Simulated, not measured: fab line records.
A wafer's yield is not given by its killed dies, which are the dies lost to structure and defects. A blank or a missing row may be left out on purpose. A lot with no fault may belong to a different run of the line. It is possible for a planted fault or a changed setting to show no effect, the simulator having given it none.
Which tool was responsible? -- flow sky130 -- 12 lots, 36 wafers sampled, at 3 steps of a route of 708

## WHAT THE GAUGES READ, wafer by wafer
SKY_DNWELL_TW_MEAS_09.
lot,measured,on,DNWELL_TW
L976,day 3 05:38,film-metro-04,1118 1119 1121
L977,day 3 11:11,film-metro-04,1118 1120 1125
L978,day 3 12:29,film-metro-02,1104 1109 1108
L979,day 3 18:56,film-metro-04,1123 1122 1123
L983,day 4 23:07,film-metro-04,1104 1104 1108
L985,day 5 04:13,film-metro-04,1122 1121 1121
L987,day 5 15:26,film-metro-04,1117 1120 1121
L988,day 5 22:44,film-metro-02,1109 1109 1109
L989,day 6 02:25,film-metro-02,1096 1098 1100
L995,day 7 11:31,film-metro-02,1103 1101 1101
L996,day 7 16:25,film-metro-03,1115 1113 1111
L999,day 8 09:17,film-metro-04,1107 1110 1112

SKY_VT_ADJUST_PCH_OVL_MEAS_07.
lot,measured,on,VT_ADJUST_PCH_OVL (nm)
L976,day 10 10:45,overlay-01,-0.3 -0.2 -1.0
L977,day 10 18:26,overlay-02,-0.9 -3.3 -2.2
L978,day 10 18:43,overlay-01,-1.0 -1.3 -0.9
L979,day 11 04:49,overlay-02,1.8 2.0 1.9
L983,day 12 23:21,overlay-01,-1.8 -2.5 -1.0
L985,day 13 05:52,overlay-01,1.0 0.9 -0.2
L987,day 13 21:46,overlay-01,-1.9 -2.1 -2.7
L988,day 14 08:28,overlay-02,-1.2 -0.3 -1.7
L989,day 14 15:37,overlay-01,-3.7 -1.3 0.1
L995,day 16 12:52,overlay-01,-2.0 -2.8 0.6
L996,day 16 18:25,overlay-01,-2.2 -2.0 -0.3
L999,day 17 19:25,overlay-01,1.3 1.9 0.3

## WHICH TOOL RAN EACH LOT (tool, then ch and the chambers of the sampled wafers, then the start)
lot,SKY_NWELL_RTA_28
L976,"rtp-anneal-02 ch 0, day 5 08:08"
L977,"rtp-anneal-01 ch 0, day 5 14:34"
L978,"rtp-anneal-02 ch 0, day 5 14:58"
L979,"rtp-anneal-01 ch 0, day 5 21:51"
L983,"rtp-anneal-01 ch 0, day 7 07:22"
L985,"rtp-anneal-01 ch 0, day 7 14:05"
L987,"rtp-anneal-01 ch 0, day 8 02:41"
L988,"rtp-anneal-02 ch 0, day 8 10:28"
L989,"rtp-anneal-01 ch 0, day 8 15:26"
L995,"rtp-anneal-01 ch 0, day 10 02:49"
L996,"rtp-anneal-02 ch 0, day 10 09:29"
L999,"rtp-anneal-01 ch 0, day 11 03:37"
- SKY_NWELL_RTA_28: time 30 s.

## WHAT THE TOOLS THEMSELVES READ (means of the sampled wafers that have a number; where no wafer has one, the mark that the record gives instead)
SKY_NWELL_RTA_28.
lot,tool,lamp-power-pct (%),wafer_temp_C_max
L976,rtp-anneal-02,25.31,1055.8
L977,rtp-anneal-01,25.29,1055.2
L978,rtp-anneal-02,25.28,1055.1
L979,rtp-anneal-01,25.30,1054.3
L983,rtp-anneal-01,25.31,1055.0
L985,rtp-anneal-01,25.32,1055.1
L987,rtp-anneal-01,25.34,1054.8
L988,rtp-anneal-02,25.33,1054.6
L989,rtp-anneal-01,25.24,1054.5
L995,rtp-anneal-01,25.32,1054.6
L996,rtp-anneal-02,25.29,1055.3
L999,rtp-anneal-01,25.33,1054.2

## THE ANSWER, worked out from the rows above alone
Rule: the usual values come from the lots themselves. The widest of any qualifying gaps counts: lots, ordered by their means at a reading, are off when they make up no more than a third of the lots, leave a main group of 4 or more, and stand apart from it by 3 or more times the standard deviation of that group's means. A main group whose means are all the same, to the digits that the tables above print for the reading, isn't used. Also off: a lot with no number at a reading for which 4 or more lots have one. The other lots that the step has rows for count as sound. First the gauges in route order, then the tools' own readings, where a lot's mean is used as printed above. The first step at which some lot is off is used, and at that step the reading that is off furthest; a lot without a number counts as furthest.
Across all readings shown, no lot is off: no conclusion can be drawn from this.

## WHAT THE SIMULATOR HAD PUT IN
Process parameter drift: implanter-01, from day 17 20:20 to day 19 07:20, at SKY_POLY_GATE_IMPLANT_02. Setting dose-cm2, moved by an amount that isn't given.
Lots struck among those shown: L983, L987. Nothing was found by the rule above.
